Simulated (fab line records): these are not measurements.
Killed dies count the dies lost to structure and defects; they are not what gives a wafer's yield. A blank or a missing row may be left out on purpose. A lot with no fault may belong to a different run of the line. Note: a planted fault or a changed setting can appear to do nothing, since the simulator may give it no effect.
fab line records    flow sky130
[record] lots = 6  wafers = 18  last-day = 49
route steps=708 shown VIA2@520 METAL3@532 PAD_OPEN@708
lots that met no fault: from a run of the same line without faults
start-h: hours from the record's first day to the start of the lot's first wafer shown    wait-h: hours since the lot's step before    " unchanged from the row above    L1.1+2: several wafers, shown together as one row    - no value present, or no start provided    * or withheld: withheld    < > ~ a bound
route shown NAME@n: names a module that has steps shown in the file, with the first one's number in the route    usual: mean/standard deviation of fault-free wafers    same: alike in all rows    chamber/n: place in a boat    sites: per-site readings    _std_site: the standard deviation of these    _edge_site: the outer-site mean with the inner-site mean subtracted    radius-mm: how far each site lies from the wafer's centre    mask NAME#n: copy n    behind: the most recent tool/chamber to have shaped the wafer    hold: why the lot went on hold/how many hours it stayed there/how the hold came to an end    device: names the non-switching transistor (n, p or np)    end of line: the tests these same wafers got at the end of their route    a step given without rows: its recipe and nothing more    killed: dies lost to structure and defects at the first sort, not the wafer's yield    map: the dies of a wafer, with x for killed, . for not killed, _ for no die there
set.NAME: the setting that was run; set.NAME@STEP: the one run at that earlier step    model.NAME: the simulator's own value behind a step, which no gauge read
certain route steps with their lots: each step a table, each wafer a row
services: when a tool's chamber went out of use (start-h, in hours from the record's first day, below 0 if earlier), for how many hours, and the reason
[[steps]]
[step SKY_VIA2_OVL_MEAS_13]
[usual] VIA2_OVL = -2/5.4
lot.wafer  tool        chamber  start-h  wait-h  VIA2_OVL[nm]
L660.2     overlay-02  -        881.06   0.1     -7
L660.5     "           -        "        "       -11
L660.6     "           -        "        "       -8
L664.1     overlay-01  -        907.76   0.1     -10
L664.2     "           -        "        "       -4
L664.4     "           -        "        "       -3
L665.1     overlay-01  -        921.24   0.1     -5
L665.2     "           -        "        "       1
L665.5     "           -        "        "       -5
L667.1     overlay-02  -        929.31   0.1     -6
L667.5     "           -        "        "       -8
L667.6     "           -        "        "       -5
L666.3     overlay-02  -        930.35   0.1     -4
L666.4     "           -        "        "       6
L666.5     "           -        "        "       5
L673.2     overlay-01  -        972.31   0.1     -7
L673.4     "           -        "        "       4
L673.5     "           -        "        "       -17
[step SKY_VIA2_ETCH_14]
[recipe] chemistry = N2/H2  target = BARC  ion-energy-ev = 200  source-w = 500  bias-w = 100  pressure-mtorr = 30  n2-flow-sccm = 100  h2-flow-sccm = 200  stop-on = SiO2  time-s = 45.9  target-depth-a = 600
[step SKY_VIA2_ETCH_15]
[recipe] target = SiO2  chemistry = C4F8/O2/Ar  target-depth-nm = 546  stop-on = TiN  mask-material = KrF-thick  source-w = 1500  bias-w = 1200  pressure-mtorr = 40  c4f8-flow-sccm = withheld  O2_flow_sccm = 6  Ar_flow_sccm = 300  time-s = 84
[usual] oes-product-au = 0.939/0.0049
[same] time-s = 84
lot.wafer  tool         chamber  start-h  wait-h  oes-product-au
L660.2     rie-diel-01  1        881.14   0.0     0.944
L660.5     "            1        "        "       0.937
L660.6     "            2        "        "       0.949
L664.1     rie-diel-01  3        907.84   0.0     0.935
L664.2     "            1        "        "       0.938
L664.4     "            2        "        "       0.937
L665.1     rie-diel-01  2        921.32   0.0     0.943
L665.2     "            0        "        "       0.932
L665.5     "            0        "        "       0.937
L667.1     rie-diel-03  3        929.39   0.0     0.942
L667.5     "            3        "        "       0.928
L667.6     "            0        "        "       0.934
L666.3     rie-diel-04  1        930.42   0.0     0.942
L666.4     "            3        "        "       0.941
L666.5     "            2        "        "       0.935
L673.2     rie-diel-01  3        972.39   0.0     0.937
L673.4     "            1        "        "       0.939
L673.5     "            2        "        "       0.931
[step SKY_VIA2_STRIP_16]
[recipe] chemistry = O2/N2  power-w = 1400  pressure-mtorr = 1500  platen-temp-c = withheld  o2-flow-sccm = 3000  n2-flow-sccm = 300  overash-fraction = 0.5
[usual] drypump-motor-current-A = 5.7/0.31  oes-product-au = 0.399/0.0049  strip-time-to-endpoint-s = 4.062/0.028
lot.wafer  tool             chamber  start-h  wait-h  drypump-motor-current-A  oes-product-au  rf-hours-counter-h  strip-time-to-endpoint-s
L660.2     plasma-asher-03  1        881.20   0.0     5.7                      0.402           42                  4.074
L660.5     "                1        "        "       5.7                      0.399           -                   4.081
L660.6     "                0        "        "       5.2                      0.412           -                   4.071
L664.1     plasma-asher-01  1        907.90   0.0     6.1                      0.393           74                  4.015
L664.2     "                0        "        "       5.7                      0.402           74                  4.067
L664.4     "                0        "        "       5.7                      0.405           -                   4.079
L665.1     plasma-asher-01  0        921.38   0.0     5.7                      0.396           76                  4.112
L665.2     "                1        "        "       6.1                      0.389           76                  4.066
L665.5     "                1        "        "       6.1                      0.406           -                   4.055
L667.1     plasma-asher-04  0        929.45   0.0     5.2                      0.396           112                 4.048
L667.5     "                1        "        "       5.7                      0.403           -                   4.063
L667.6     "                0        "        "       5.2                      0.407           -                   4.069
L666.3     plasma-asher-01  0        930.51   0.1     5.7                      0.396           -                   4.090
L666.4     "                1        "        "       6.1                      0.405           -                   4.106
L666.5     "                1        "        "       6.1                      0.396           -                   4.089
L673.2     plasma-asher-01  1        972.45   0.0     6.1                      0.393           81                  4.035
L673.4     "                1        "        "       6.1                      0.404           -                   4.083
L673.5     "                1        "        "       6.1                      0.395           -                   4.047
[step SKY_VIA2_STRIP_17]
[recipe] chemistry = post-etch-residue-remover  time-s = 1200  temp-c = 72.5
[step SKY_VIA2_CLEAN_18]
[recipe] chemistry = IPA  time-s = 180  temp-c = 25
[step SKY_VIA2_CLEAN_19]
[recipe] chemistry = O3/DIW  dry = n2-spin
[step SKY_VIA2_SPUTTER_20]
[recipe] material = TiN  target-thk-nm = 20  chamber-pressure-pa = 5  power-w = 4000  time-s = 80
[usual] chamber-pressure-pa = 5.000/0.0093  throttle-valve-pct = 30.5/1.4
[same] time-s = 80
lot.wafer  tool            chamber  start-h  wait-h  chamber-pressure-pa  throttle-valve-pct
L660.2     pvd-sputter-04  -        881.80   0.0     5.000                27.7
L660.5     "               -        "        "       4.993                31.2
L660.6     "               -        "        "       4.996                28.0
L664.1     pvd-sputter-01  -        908.84   0.0     5.000                30.0
L664.2     "               -        "        "       5.003                32.1
L664.4     "               -        "        "       4.994                32.0
L665.1     pvd-sputter-04  -        921.97   0.0     4.998                27.8
L665.2     "               -        "        "       5.000                30.4
L665.5     "               -        "        "       4.983                27.6
L667.1     pvd-sputter-03  -        930.07   0.0     4.998                29.4
L667.5     "               -        "        "       5.002                28.9
L667.6     "               -        "        "       5.005                28.9
L666.3     pvd-sputter-03  -        931.07   0.0     5.010                28.9
L666.4     "               -        "        "       4.994                29.5
L666.5     "               -        "        "       4.986                30.1
L673.2     pvd-sputter-04  -        973.04   0.0     5.001                30.1
L673.4     "               -        "        "       4.994                28.0
L673.5     "               -        "        "       5.004                30.3
[step SKY_VIA2_CVD_21]
[recipe] material = W  target-thk-nm = 420  time-s = 126.4  temp-c = 400  pressure-torr = 40
[usual] heater-power-w = 857/99
[same] time-s = 126.4
lot.wafer  tool      chamber  start-h  wait-h  heater-power-w
L660.2     cvd-w-02  1        881.86   0.0     903
L660.5     "         1        "        "       948
L660.6     "         0        "        "       743
L664.1     cvd-w-01  0        908.90   0.0     966
L664.2     "         1        "        "       745
L664.4     "         1        "        "       787
L665.1     cvd-w-01  1        922.03   0.0     790
L665.2     "         0        "        "       1009
L665.5     "         1        "        "       768
L667.1     cvd-w-01  0        930.13   0.0     962
L667.5     "         0        "        "       978
L667.6     "         1        "        "       789
L666.3     cvd-w-02  0        931.18   0.1     712
L666.4     "         1        "        "       930
L666.5     "         1        "        "       902
L673.2     cvd-w-02  0        973.10   0.0     699
L673.4     "         1        "        "       939
L673.5     "         0        "        "       693
[step SKY_VIA2_RS_MEAS_22]
[recipe] thk-meas-gauge = four-point-probe  reads = W_of_VIA2_CVD_21+TiN_of_VIA2_SPUTTER_20
[usual] VIA2_W_RS = 0.274/0.0032
lot.wafer  tool           chamber  start-h  wait-h  VIA2_W_RS[ohm/sq]
L660.2     film-metro-02  -        882.01   0.1     0.277
L660.5     "              -        "        "       0.280
L660.6     "              -        "        "       0.274
L664.1     film-metro-02  -        909.03   0.1     0.274
L664.2     "              -        "        "       0.274
L664.4     "              -        "        "       0.272
L665.1     film-metro-02  -        922.16   0.1     0.276
L665.2     "              -        "        "       0.276
L665.5     "              -        "        "       0.275
L667.1     film-metro-03  -        930.26   0.1     0.277
L667.5     "              -        "        "       0.275
L667.6     "              -        "        "       0.273
L666.3     film-metro-02  -        931.30   0.1     0.269
L666.4     "              -        "        "       0.267
L666.5     "              -        "        "       0.269
L673.2     film-metro-03  -        973.25   0.1     0.271
L673.4     "              -        "        "       0.271
L673.5     "              -        "        "       0.267
[step SKY_VIA2_THK_MEAS_23]
[recipe] thk-meas-gauge = xrf  reads = W_of_VIA2_CVD_21
[usual] VIA2_W_THK = 435/6.6
lot.wafer  tool           chamber  start-h  wait-h  VIA2_W_THK[nm]
L660.2     film-metro-02  -        882.12   0.1     426
L660.5     "              -        "        "       421
L660.6     "              -        "        "       429
L664.1     film-metro-02  -        909.15   0.1     441
L664.2     "              -        "        "       443
L664.4     "              -        "        "       446
L665.1     film-metro-02  -        922.28   0.1     434
L665.2     "              -        "        "       434
L665.5     "              -        "        "       435
L667.1     film-metro-03  -        930.38   0.1     427
L667.5     "              -        "        "       431
L667.6     "              -        "        "       433
L666.3     film-metro-02  -        931.40   0.1     446
L666.4     "              -        "        "       448
L666.5     "              -        "        "       445
L673.2     film-metro-03  -        973.36   0.1     446
L673.4     "              -        "        "       447
L673.5     "              -        "        "       451
[step SKY_VIA2_CMP_24]
[recipe] stop-on = SiO2  t-overpolish-s = 20  down-force-psi = 3.5  platen-rpm = 60  target-thk-nm = 0  pad-velocity-m-s = 0.94248
[step SKY_METAL3_SPUTTER_00]
[recipe] material = Ti  target-thk-nm = 15  power-w = 3000  time-s = 10  chamber-pressure-pa = 0.4
[usual] chamber-pressure-pa = 0.4001/0.00075  throttle-valve-pct = 30.5/1.4
lot.wafer  tool            chamber  start-h  wait-h  chamber-pressure-pa  throttle-valve-pct  model.Ti_of_METAL3_SPUTTER_00.thk-nm
L660.2     pvd-sputter-01  -        882.47   0.2     0.3991               32.1                15.01
L660.5     "               -        "        "       0.3992               32.0                15.08
L660.6     "               -        "        "       0.4000               32.2                15.05
L664.1     pvd-sputter-02  -        909.51   0.2     0.3999               28.5                15.15
L664.2     "               -        "        "       0.4009               30.2                14.98
L664.4     "               -        "        "       0.4008               28.4                14.99
L665.1     pvd-sputter-02  -        922.64   0.2     0.3997               28.6                15
L665.2     "               -        "        "       0.4010               29.6                15.01
L665.5     "               -        "        "       0.4011               28.6                14.92
L667.1     pvd-sputter-01  -        930.74   0.2     0.4004               32.3                24.59
L667.5     "               -        "        "       0.4000               31.9                24.48
L667.6     "               -        "        "       0.4004               31.5                24.53
L666.3     pvd-sputter-01  -        931.74   0.1     0.4014               32.1                24.67
L666.4     "               -        "        "       0.3999               32.2                24.43
L666.5     "               -        "        "       0.4003               32.2                24.64
L673.2     pvd-sputter-02  -        973.71   0.1     0.3986               28.4                14.95
L673.4     "               -        "        "       0.3999               28.7                14.98
L673.5     "               -        "        "       0.3998               30.4                14.98
[step SKY_METAL3_SPUTTER_01]
[recipe] material = TiN  target-thk-nm = 20  power-w = 6500  time-s = 16.7  chamber-pressure-pa = 0.4
[usual] chamber-pressure-pa = 0.3998/0.00082  throttle-valve-pct = 30.5/1.4
[same] time-s = 16.7
lot.wafer  tool            chamber  start-h  wait-h  chamber-pressure-pa  throttle-valve-pct
L660.2     pvd-sputter-01  -        882.49   0.0     0.3990               32.2
L660.5     "               -        "        "       0.3983               31.7
L660.6     "               -        "        "       0.3995               32.0
L664.1     pvd-sputter-02  -        909.53   0.0     0.3986               28.7
L664.2     "               -        "        "       0.4011               30.6
L664.4     "               -        "        "       0.3988               28.4
L665.1     pvd-sputter-02  -        922.67   0.0     0.3994               28.4
L665.2     "               -        "        "       0.3992               29.6
L665.5     "               -        "        "       0.3993               28.5
L667.1     pvd-sputter-01  -        930.77   0.0     0.3998               32.3
L667.5     "               -        "        "       0.3995               32.0
L667.6     "               -        "        "       0.4003               31.9
L666.3     pvd-sputter-01  -        931.77   0.0     0.3991               32.1
L666.4     "               -        "        "       0.4023               32.2
L666.5     "               -        "        "       0.4005               32.1
L673.2     pvd-sputter-02  -        973.73   0.0     0.3995               28.4
L673.4     "               -        "        "       0.3991               28.6
L673.5     "               -        "        "       0.3990               30.2
[step SKY_PAD_OPEN_PROBE_99]
[usual] defect-limited-yield = 82.2/1.9  killed_at_M0_to_M3 = 43/6.3  killed_at_M4_up = 3.3/1.7  killed-at-contacts = 24/5.4  killed-at-front-end = 16/4.6  killed-at-other = 0.4/0.7  killed-dies = 87/9.4  killed-open = 47/6.9  killed-short = 39/6.1  sort_bin_3_pad_short = 0.9/0.45  sort_bin_5_function = 10.6/1.5  sort_bin_6_memory = 6.3/1.2  sort-n-pass = 405/9.4  sort-yield-pct = 82.2/1.9
[same] gross-dies = 492  killed-at-back-side = 0  sort_bin_4_leakage[%] = 0  sort_bin_8_speed[%] = 0
lot.wafer  tool       chamber  start-h  wait-h  defect-limited-yield[%]  killed_at_M0_to_M3  killed_at_M4_up  killed-at-contacts  killed-at-front-end  killed-at-other  killed-dies  killed-open  killed-short  sort_bin_3_pad_short[%]  sort_bin_5_function[%]  sort_bin_6_memory[%]  sort-n-pass  sort-yield-pct[%]
L660.6     prober-01  -        1103.04  0.2     80.7                     42                  4                27                  20                   2                95           49           46            1.4                      10.4                    7.5                   397          80.7
L666.3     prober-02  -        1140.41  0.2     80.9                     44                  3                18                  29                   0                94           52           38            1.0                      13.2                    4.9                   398          80.9
L666.4     prober-02  -        1140.46  0.2     80.3                     38                  1                28                  30                   0                97           45           48            1.6                      11.8                    6.3                   395          80.3
L666.5     prober-02  -        1140.51  0.2     80.5                     40                  5                31                  18                   2                96           54           41            0.4                      12.0                    7.1                   396          80.5
// killed by level:class
L660.6 VIA1:geometric-particle:open=10 CONTACT:geometric-particle:open=9 CONTACT:geometric-particle:short=8 VIA2:geometric-particle:open=6 FIELD_ISO:geometric-particle:short=5 POLY_GATE:geometric-particle:open=5 POLY_GATE:geometric-particle:short=5 VIA3:geometric-particle:open=5
L666.3 VIA1:geometric-particle:open=13 POLY_GATE:geometric-particle:open=10 VIA1:geometric-particle:short=9 LI_CONTACT:geometric-particle:open=8 FIELD_ISO:geometric-particle:open=6 METAL2:geometric-particle:short=4 VIA2:geometric-particle:open=4 VIA3:geometric-particle:short=4
L666.4 LI_CONTACT:geometric-particle:open=13 FIELD_ISO:geometric-particle:short=10 VIA1:geometric-particle:open=10 VIA2:geometric-particle:short=6 CONTACT:geometric-particle:open=5 CONTACT:geometric-particle:short=5 METAL1:geometric-particle:short=5 FIELD_ISO:geometric-particle:open=4
L666.5 CONTACT:geometric-particle:open=11 VIA1:geometric-particle:open=10 LI_CONTACT:geometric-particle:open=9 VIA2:geometric-particle:open=8 VIA3:geometric-particle:open=7 POLY_GATE:geometric-particle:short=6 LOCAL_INTERCONNECT:geometric-particle:short=6 FIELD_ISO:geometric-particle:short=5
[[services]]
tool             chamber  start-h  hours  kind
pvd-sputter-03   -        860.00   0.5    repair
pvd-sputter-01   -        874.15   2.3    repair
pvd-sputter-02   2        883.49   -      consumable-replace:kit
pvd-sputter-02   2        883.49   18.0   scheduled-down
pvd-sputter-02   2        883.49   18.0   vent-cycle
rie-diel-01      3        895.26   4.2    repair
plasma-asher-01  -        901.95   2.3    repair
cvd-w-02         -        904.00   14.0   pm
cvd-w-02         0        904.00   14.0   vent-cycle
cvd-w-02         1        904.00   14.0   vent-cycle
pvd-sputter-04   0        915.95   -      consumable-replace:kit
pvd-sputter-04   0        915.95   18.0   scheduled-down
pvd-sputter-04   0        915.95   18.0   vent-cycle
rie-diel-04      0        917.22   4.2    repair
cvd-w-02         0        918.00   -      clean
rie-diel-01      -        936.06   0.4    repair
rie-diel-03      1        945.25   7.9    repair
cvd-w-02         -        950.79   0.5    repair
rie-diel-01      1        958.56   2.4    repair
pvd-sputter-01   3        969.04   -      consumable-replace:kit
pvd-sputter-01   3        969.04   18.0   scheduled-down
pvd-sputter-01   3        969.04   18.0   vent-cycle
rie-diel-04      -        969.63   2.8    pm
rie-diel-04      2        972.43   2.5    repair
[[key]]
first-sign none at tools or gauges
[model-effect] step = SKY_METAL3_SPUTTER_00  value = Ti_of_METAL3_SPUTTER_00.thk-nm  without = 15.05  struck = 24.56
met-at SKY_METAL3_SPUTTER_00
struck-wafers L666.3,L666.4,L666.5,L667.1,L667.5,L667.6
onset-between 882.47 930.74
also-fits SKY_VIA2_SPUTTER_20:pvd-sputter-03
[fault] kind = process-parameter-drift  tool = pvd-sputter-01  chamber = -  onset-h = 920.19  steps = SKY_METAL3_SPUTTER_00  channel = target-thk-nm  offset = 9.5053  shape = step  end-h = 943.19  acts-in = these-recipes-only  stated = 15
